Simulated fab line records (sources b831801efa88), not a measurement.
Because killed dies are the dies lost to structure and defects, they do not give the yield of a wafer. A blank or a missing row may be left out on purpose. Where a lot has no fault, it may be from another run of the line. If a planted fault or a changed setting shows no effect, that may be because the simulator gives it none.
fab line records    flow sky130
record: lots: 6  wafers: 18  lastDay: 50
route steps=708 shown LOCAL_INTERCONNECT@396 CONTACT@406
lots with no fault: from the same line, run without faults
startH: start of the lot's first displayed wafer, in hours after the record's first day    waitH: time in hours since the lot's previous step    " unchanged from the row above    L1.1+2: a single row standing in for several wafers    - no value, or no start was given    * or withheld: withheld    < > ~ a bound
route shown NAME@n: NAME is a module with steps in the file, n the number in the route of the first one    usual: the fault-free wafers' mean and standard deviation    same: alike in all rows    chamber/n: place in a boat    sites: readings site by site    _std_site: how widely they spread, as a standard deviation    _edge_site: inner sites' mean taken away from outer sites' mean    radiusMm: how far each site lies from the wafer's centre    mask NAME#n: copy n    behind: the tool/chamber that last shaped the wafer    hold: reason for holding the lot/hours on hold/outcome of the hold    device: names the non-switching transistor (n, p or np)    end of line: the tests these same wafers got at the end of their route    a step given without rows: its recipe and nothing more    killed: not the wafer's yield, but the dies lost to structure and defects at the first sort    map: shows each die of a wafer: x if killed, . if not, _ if none is there
set.NAME: the setting the step ran with; set.NAME@STEP: the setting that earlier step ran with    model.NAME: the simulator's own value behind a step, which no gauge read
lots at selected steps of the route; one table per step, one row per wafer
services: a tool's chamber out of use, with start hour (startH, from the record's first day; less than 0 if before it), hours out, and reason
== steps ==
step: SKY_LOCAL_INTERCONNECT_PEB_09
recipe: pebTempC: withheld  pebTimeS: withheld  resist: KrF-thick
step: SKY_LOCAL_INTERCONNECT_DEVELOP_10
recipe: developTimeS: 60  resist: KrF-thick  devTempC: 21
step: SKY_LOCAL_INTERCONNECT_CD_MEAS_11
recipe: targetCdNm: 170
usual: cdNm: 169.9/1.6
lot.wafer  tool      chamber  startH  waitH  cdNm
L868.1     cdSem-01  -        784.26  -      172.1
L868.5     "         -        "       "      170.2
L868.6     "         -        "       "      169.5
L872.1     cdSem-01  -        819.51  -      168.5
L872.2     "         -        "       "      167.2
L872.6     "         -        "       "      167.4
L876.1     cdSem-02  -        832.76  -      169.2
L876.3     "         -        "       "      170.8
L876.4     "         -        "       "      169.4
L878.1     cdSem-02  -        838.32  -      169.8
L878.2     "         -        "       "      170.7
L878.4     "         -        "       "      170.0
L881.2     cdSem-01  -        872.77  -      173.3
L881.4     "         -        "       "      171.3
L881.5     "         -        "       "      170.9
L883.2     cdSem-02  -        876.82  -      169.3
L883.4     "         -        "       "      170.2
L883.6     "         -        "       "      170.8
step: SKY_LOCAL_INTERCONNECT_OVL_MEAS_12
usual: LOCAL_INTERCONNECT_OVL: -2/4.8
lot.wafer  tool        chamber  startH  waitH  LOCAL_INTERCONNECT_OVL[nm]
L868.1     overlay-02  -        784.38  0.1    -9
L868.5     "           -        "       "      -1
L868.6     "           -        "       "      -8
L872.1     overlay-02  -        819.63  0.1    -1
L872.2     "           -        "       "      -1
L872.6     "           -        "       "      -3
L876.1     overlay-01  -        832.88  0.1    -6
L876.3     "           -        "       "      -7
L876.4     "           -        "       "      -4
L878.1     overlay-02  -        838.44  0.1    -3
L878.2     "           -        "       "      -6
L878.4     "           -        "       "      -6
L881.2     overlay-01  -        872.87  0.1    0
L881.4     "           -        "       "      -5
L881.5     "           -        "       "      6
L883.2     overlay-02  -        876.92  0.1    1
L883.4     "           -        "       "      4
L883.6     "           -        "       "      -4
step: SKY_LOCAL_INTERCONNECT_ETCH_13
recipe: chemistry: N2/H2  target: BARC  ionEnergyEv: 200  biasW: 100  pressureMtorr: 30  n2FlowSccm: 100  h2FlowSccm: 200  icpW: 500  stopOn: SiO2  timeS: 45.9  targetDepthA: 600
usual: chamberPressureMTorr: 29.997/0.023  drypumpMotorCurrentA: 6.0/0.33  heBacksideLeakSccm: 3.34/0.29  oesProductAu: 0.855/0.0047  throttleValvePct: 13.226/0.009
lot.wafer  tool         chamber  startH  waitH  chamberPressureMTorr  drypumpMotorCurrentA  heBacksideLeakSccm  oesProductAu  rfHoursCounterH  throttleValvePct
L868.1     rieMetal-01  0        784.41  0.0    30.010                6.4                   3.26                0.848         16               13.228
L868.5     "            1        "       "      29.990                5.5                   3.49                0.855         -                13.245
L868.6     "            0        "       "      30.030                6.4                   3.27                0.850         -                13.230
L872.1     rieMetal-01  1        819.66  0.0    29.980                5.5                   3.22                0.859         9                13.241
L872.2     "            1        "       "      30.034                5.5                   3.08                0.855         -                13.236
L872.6     "            1        "       "      30.011                5.5                   3.16                0.846         -                13.232
L876.1     rieMetal-04  0        832.91  0.0    29.977                5.8                   3.43                0.853         8                13.212
L876.3     "            0        "       "      29.987                5.8                   3.50                0.855         -                13.237
L876.4     "            1        "       "      30.006                6.1                   3.34                0.859         -                13.221
L878.1     rieMetal-01  1        838.48  0.0    29.986                5.5                   3.16                0.857         11               13.232
L878.2     "            1        "       "      29.969                5.5                   3.25                0.842         -                13.211
L878.4     "            1        "       "      30.003                5.5                   3.26                0.850         -                13.243
L881.2     rieMetal-03  1        872.90  0.0    30.000                6.2                   2.83                0.856         10               13.220
L881.4     "            0        "       "      29.970                6.0                   3.21                0.855         -                13.230
L881.5     "            1        "       "      29.998                6.2                   3.33                0.851         -                13.224
L883.2     rieMetal-04  0        876.95  0.0    30.000                5.8                   3.48                0.852         10               13.213
L883.4     "            1        "       "      29.993                6.1                   3.10                0.857         -                13.227
L883.6     "            1        "       "      29.992                6.1                   3.21                0.850         -                13.216
step: SKY_LOCAL_INTERCONNECT_METAL_ETCH_14
recipe: targetDepthNm: 110  stopOn: PSG  chemistry: Cl2/BCl3  target: TiN  resistSidewallDeg: 88  pressureMtorr: 10  icpW: 900  biasW: 48.5  Cl2_flow_sccm: 60  bcl3FlowSccm: 30  timeS: 31.4
usual: chamberPressureMTorr: 10.000/0.0086  drypumpMotorCurrentA: 6.0/0.34  heBacksideLeakSccm: 3.33/0.28  oesProductAu: 0.940/0.0066  throttleValvePct: 21.902/0.0098
lot.wafer  tool         chamber  startH  waitH  chamberPressureMTorr  drypumpMotorCurrentA  heBacksideLeakSccm  oesProductAu  rfHoursCounterH  throttleValvePct
L868.1     rieMetal-01  0        784.48  0.0    10.004                6.4                   3.26                0.940         16               21.905
L868.5     "            1        "       "      10.005                5.5                   3.17                0.932         -                21.906
L868.6     "            0        "       "      10.006                6.4                   3.30                0.941         -                21.910
L872.1     rieMetal-01  1        819.79  0.1    9.997                 5.5                   3.32                0.941         9                21.903
L872.2     "            1        "       "      9.996                 5.5                   3.16                0.933         -                21.904
L872.6     "            1        "       "      10.006                5.5                   3.27                0.940         -                21.896
L876.1     rieMetal-04  0        832.98  0.0    9.995                 5.8                   3.55                0.941         8                21.904
L876.3     "            0        "       "      9.990                 5.8                   3.49                0.946         -                21.897
L876.4     "            1        "       "      9.999                 6.1                   3.24                0.944         -                21.917
L878.1     rieMetal-01  1        838.60  0.1    9.999                 5.5                   3.12                0.948         11               21.902
L878.2     "            1        "       "      9.992                 5.5                   3.18                0.942         -                21.903
L878.4     "            1        "       "      10.023                5.5                   3.08                0.941         -                21.902
L881.2     rieMetal-03  1        872.97  0.0    10.003                6.3                   3.16                0.937         10               21.886
L881.4     "            0        "       "      10.000                6.0                   3.38                0.946         -                21.894
L881.5     "            1        "       "      10.011                6.3                   6.03                0.939         -                21.894
L883.2     rieMetal-04  0        877.02  0.0    10.004                5.8                   3.56                0.951         10               21.906
L883.4     "            1        "       "      9.989                 6.1                   3.31                0.944         -                21.893
L883.6     "            1        "       "      10.003                6.1                   3.17                0.941         -                21.906
step: SKY_LOCAL_INTERCONNECT_STRIP_15
recipe: chemistry: O2/N2  powerW: 1400  pressureMtorr: 1500  platenTempC: withheld  o2FlowSccm: 3000  n2FlowSccm: 300  overashFraction: 0.5
usual: chamberPressureMTorr: 1500.1/1.4  drypumpMotorCurrentA: 5.6/0.5  o2FlowSccm: 2999/8.7  oesProductAu: 0.426/0.0043  stripTimeToEndpointS: 4.720/0.019
lot.wafer  tool            chamber  startH  waitH  chamberPressureMTorr  drypumpMotorCurrentA  o2FlowSccm  oesProductAu  rfHoursCounterH  stripTimeToEndpointS
L868.1     plasmaAsher-03  1        784.53  0.0    1499.7                5.9                   3000        0.431         88               4.704
L868.5     "               0        "       "      1502.5                6.2                   3002        0.430         -                4.708
L868.6     "               1        "       "      1498.8                5.9                   2987        0.431         -                4.728
L872.1     plasmaAsher-02  1        819.89  0.1    1498.8                4.7                   3004        0.424         41               4.742
L872.2     "               0        "       "      1499.9                5.7                   2988        0.422         41               4.735
L872.6     "               0        "       "      1500.7                5.7                   3006        0.428         -                4.725
L876.1     plasmaAsher-04  1        833.03  0.0    1503.3                5.7                   2987        0.430         9                4.702
L876.3     "               0        "       "      1499.2                5.9                   2999        0.423         -                4.715
L876.4     "               1        "       "      1502.7                5.8                   3002        0.424         -                4.682
L878.1     plasmaAsher-02  0        838.71  0.1    1501.8                5.7                   2987        0.419         42               4.723
L878.2     "               1        "       "      1499.9                4.7                   3008        0.425         42               4.721
L878.4     "               0        "       "      1499.6                5.7                   2993        0.428         -                4.737
L881.2     plasmaAsher-02  1        873.02  0.0    1501.5                4.7                   2976        0.425         46               4.753
L881.4     "               1        "       "      1500.7                4.7                   2979        0.421         -                4.720
L881.5     "               0        "       "      1499.1                5.7                   3006        0.430         -                4.730
L883.2     plasmaAsher-04  0        877.07  0.0    1499.2                5.9                   2996        0.425         13               4.694
L883.4     "               1        "       "      1499.9                5.7                   3005        0.426         -                4.693
L883.6     "               1        "       "      1500.6                5.8                   3004        0.428         -                4.707
step: SKY_LOCAL_INTERCONNECT_STRIP_16
recipe: chemistry: postEtchResidueRemover  timeS: 1200  tempC: 72.5
step: SKY_LOCAL_INTERCONNECT_CLEAN_17
recipe: chemistry: IPA  timeS: 180  tempC: 25
step: SKY_LOCAL_INTERCONNECT_CLEAN_18
recipe: chemistry: O3/DIW  dry: n2Spin
step: SKY_CONTACT_CVD_00
recipe: material: Si3N4  targetThkNm: 75  tempC: 400  timeS: withheld  rfW: 450
usual: heaterPowerOuterW: 449/62  heaterPowerW: 742/78
lot.wafer  tool      chamber  startH  waitH  heaterPowerOuterW  heaterPowerW
L868.1     pecvd-03  2        785.12  0.0    520                783
L868.5     "         0        "       "      443                742
L868.6     "         1        "       "      508                850
L872.1     pecvd-04  1        820.48  0.0    461                742
L872.2     "         2        "       "      437                699
L872.6     "         1        "       "      475                749
L876.1     pecvd-04  2        833.62  0.0    386                629
L876.3     "         1        "       "      421                707
L876.4     "         2        "       "      389                648
L878.1     pecvd-03  1        839.33  0.0    491                824
L878.2     "         2        "       "      528                796
L878.4     "         0        "       "      392                673
L881.2     pecvd-01  1        873.61  0.0    419                654
L881.4     "         2        "       "      373                674
L881.5     "         1        "       "      421                681
L883.2     pecvd-03  1        877.66  0.0    431                731
L883.4     "         1        "       "      444                742
L883.6     "         0        "       "      467                753
step: SKY_CONTACT_THK_MEAS_01
recipe: reads: Si3N4_of_CONTACT_CVD_00
usual: CONTACT_CVD_00_THK: 74.9/1
lot.wafer  tool          chamber  startH  waitH  CONTACT_CVD_00_THK[nm]
L868.1     filmMetro-04  -        785.15  -      74.4
L868.5     "             -        "       "      75.6
L868.6     "             -        "       "      76.6
L872.1     filmMetro-01  -        820.53  -      73.2
L872.2     "             -        "       "      73.8
L872.6     "             -        "       "      74.9
L876.1     filmMetro-01  -        833.67  -      73.8
L876.3     "             -        "       "      75.6
L876.4     "             -        "       "      74.1
L878.1     filmMetro-01  -        839.36  -      73.0
L878.2     "             -        "       "      73.6
L878.4     "             -        "       "      75.5
L881.2     filmMetro-04  -        873.65  -      75.6
L881.4     "             -        "       "      76.5
L881.5     "             -        "       "      77.6
L883.2     filmMetro-02  -        877.70  -      75.8
L883.4     "             -        "       "      75.6
L883.6     "             -        "       "      76.3
step: SKY_CONTACT_HDPCVD_02
recipe: material: SiO2  targetThkNm: 565  sigmaOpenFrac: 0.3  timeS: 94.2  tempC: 600  sih4FlowSccm: 60  pressureMtorr: 6
usual: runLengthS: 121.9/0.59
lot.wafer  tool       chamber  startH  waitH  runLengthS  model.SiO2_of_CONTACT_HDPCVD_02.thkNm
L868.1     hdpcvd-01  1        785.21  0.1    122.2       558.1
L868.5     "          1        "       "      122.3       559.7
L868.6     "          2        "       "      120.9       567.3
L872.1     hdpcvd-02  2        820.59  0.1    122.0       558.1
L872.2     "          0        "       "      123.2       563.2
L872.6     "          0        "       "      122.6       561.1
L876.1     hdpcvd-02  0        833.73  0.1    122.7       563.7
L876.3     "          2        "       "      112.6       510.4
L876.4     "          0        "       "      122.9       570.7
L878.1     hdpcvd-01  2        839.42  0.1    122.0       565.4
L878.2     "          1        "       "      121.7       562.9
L878.4     "          0        "       "      122.5       559.6
L881.2     hdpcvd-02  2        873.70  0.0    112.8       513.2
L881.4     "          1        "       "      122.0       568.1
L881.5     "          0        "       "      123.2       559.3
L883.2     hdpcvd-01  1        877.75  0.0    121.9       565
L883.4     "          0        "       "      122.0       566.3
L883.6     "          2        "       "      121.5       565.9
step: SKY_CONTACT_THK_MEAS_03
recipe: reads: SiO2_of_CONTACT_HDPCVD_02
usual: CONTACT_HDPCVD_THK: 563/6.2
lot.wafer  tool          chamber  startH  waitH  CONTACT_HDPCVD_THK[nm]
L868.1     filmMetro-02  -        785.28  0.0    558
L868.5     "             -        "       "      560
L868.6     "             -        "       "      567
L872.1     filmMetro-04  -        820.66  0.0    558
L872.2     "             -        "       "      563
L872.6     "             -        "       "      561
L876.1     filmMetro-01  -        833.80  0.0    564
L876.3     "             -        "       "      510
L876.4     "             -        "       "      571
L878.1     filmMetro-01  -        839.49  0.0    565
L878.2     "             -        "       "      562
L878.4     "             -        "       "      560
L881.2     filmMetro-01  -        873.78  0.0    513
L881.4     "             -        "       "      568
L881.5     "             -        "       "      559
L883.2     filmMetro-01  -        877.83  0.0    565
L883.4     "             -        "       "      566
L883.6     "             -        "       "      565
step: SKY_CONTACT_CMP_04
recipe: material: SiO2  downForcePsi: 4  platenRpm: 60  padVelocityMS: 0.94248
usual: motorCurrentA: 11.6/0.78  slurryFlowMlMin: 150.0/0.5  timeToEndpointS: 79/4.3
lot.wafer  tool    chamber  startH  waitH  motorCurrentA  slurryFlowMlMin  timeToEndpointS
L868.1     cmp-02  3        785.63  0.3    11.5           150.4            81
L868.5     "       0        "       "      11.7           149.7            78
L868.6     "       1        "       "      12.3           149.9            78
L872.1     cmp-02  3        820.72  0.1    10.8           151.0            81
L872.2     "       0        "       "      12.0           150.7            79
L872.6     "       0        "       "      11.3           149.9            78
L876.3     cmp-02  2        833.86  0.0    11.7           149.5            56
L876.4     "       3        "       "      11.5           150.0            84
L876.1     "       0        "       "      12.2           150.7            78
L878.1     cmp-01  0        839.60  0.1    10.9           149.8            73
L878.2     "       1        "       "      11.8           150.1            80
L878.4     "       2        "       "      13.4           150.8            79
L881.4     cmp-02  0        873.83  0.0    11.6           149.9            79
L881.2     "       3        "       "      10.8           149.6            63
L881.5     "       0        "       "      11.7           149.7            77
L883.2     cmp-02  0        877.93  0.1    11.3           150.9            76
L883.4     "       1        "       "      12.1           150.1            75
L883.6     "       0        "       "      11.7           151.0            80
step: SKY_CONTACT_BOW_MEAS_05
recipe: mode: bow
usual: CONTACT_BOW: 83/7.2
lot.wafer  tool          chamber  startH  waitH  CONTACT_BOW[um]
L868.1     filmMetro-01  -        785.78  0.1    70
L868.5     "             -        "       "      90
L868.6     "             -        "       "      81
L872.1     filmMetro-02  -        821.02  0.2    83
L872.2     "             -        "       "      84
L872.6     "             -        "       "      81
L876.1     filmMetro-02  -        834.16  0.1    76
L876.3     "             -        "       "      86
L876.4     "             -        "       "      101
L878.1     filmMetro-04  -        839.85  0.2    78
L878.2     "             -        "       "      82
L878.4     "             -        "       "      82
L881.2     filmMetro-04  -        874.15  0.1    77
L881.4     "             -        "       "      84
L881.5     "             -        "       "      94
L883.2     filmMetro-02  -        878.20  0.2    78
L883.4     "             -        "       "      88
L883.6     "             -        "       "      89
== services ==
tool            chamber  startH  hours  kind
plasmaAsher-04  -        771.67  2.8    pm
rieMetal-04     -        773.97  2.8    pm
rieMetal-01     -        774.12  0.2    repair
cmp-01          -        777.44  0.9    repair
pecvd-01        -        779.35  0.6    repair
hdpcvd-01       -        780.78  1.2    repair
cmp-01          -        781.58  5.0    pm
rieMetal-04     -        791.40  1.5    repair
plasmaAsher-02  -        799.19  0.6    repair
pecvd-01        -        801.85  3.1    repair
rieMetal-01     -        807.82  0.4    repair
rieMetal-01     -        810.12  4.3    pm
rieMetal-01     0        814.45  -      clean
rieMetal-01     0        814.45  24.6   scheduledDown
rieMetal-01     1        816.83  2.0    repair
pecvd-01        -        833.95  2.8    pm
hdpcvd-02       -        833.98  2.1    repair
pecvd-04        1        837.31  4.5    repair
pecvd-03        0        850.03  4.1    repair
pecvd-03        1        853.17  12.5   repair
hdpcvd-01       0        855.04  2.0    repair
pecvd-03        -        860.11  6.0    pm
hdpcvd-02       -        863.79  2.8    pm
cmp-01          -        865.34  0.4    repair
== key ==
firstSign: step: SKY_CONTACT_HDPCVD_02  reading: runLengthS  direction: down  sigmas: 16  usual: *  struck: *
effect: step: SKY_CONTACT_THK_MEAS_03  reading: CONTACT_HDPCVD_THK  direction: down  sigmas: 8.2  usual: 563  struck: 512
effect: step: SKY_CONTACT_CMP_04  reading: timeToEndpointS  direction: down  sigmas: 4.5  usual: *  struck: *
modelEffect: step: SKY_CONTACT_HDPCVD_02  value: SiO2_of_CONTACT_HDPCVD_02.thkNm  without: 564.2  struck: 511.8
metAt SKY_CONTACT_HDPCVD_02
struckWafers L876.3,L881.2
testerLeftOut L876,L881
onsetBetween 820.59 833.73
fault: kind: processParameterDrift  tool: hdpcvd-02  chamber: 2  onsetH: 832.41  steps: SKY_CONTACT_HDPCVD_02  channel: timeS  offset: *  shape: step  endH: 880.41  actsIn: *  stated: *
testerLeftOut: of these lots the tester's yield and bins aren't shown, on N5 and GAA mostly nor the transistor test; their killed dies are dies lost to structure and defects alone, not to doping, threshold or leakage, so they don't give the yield
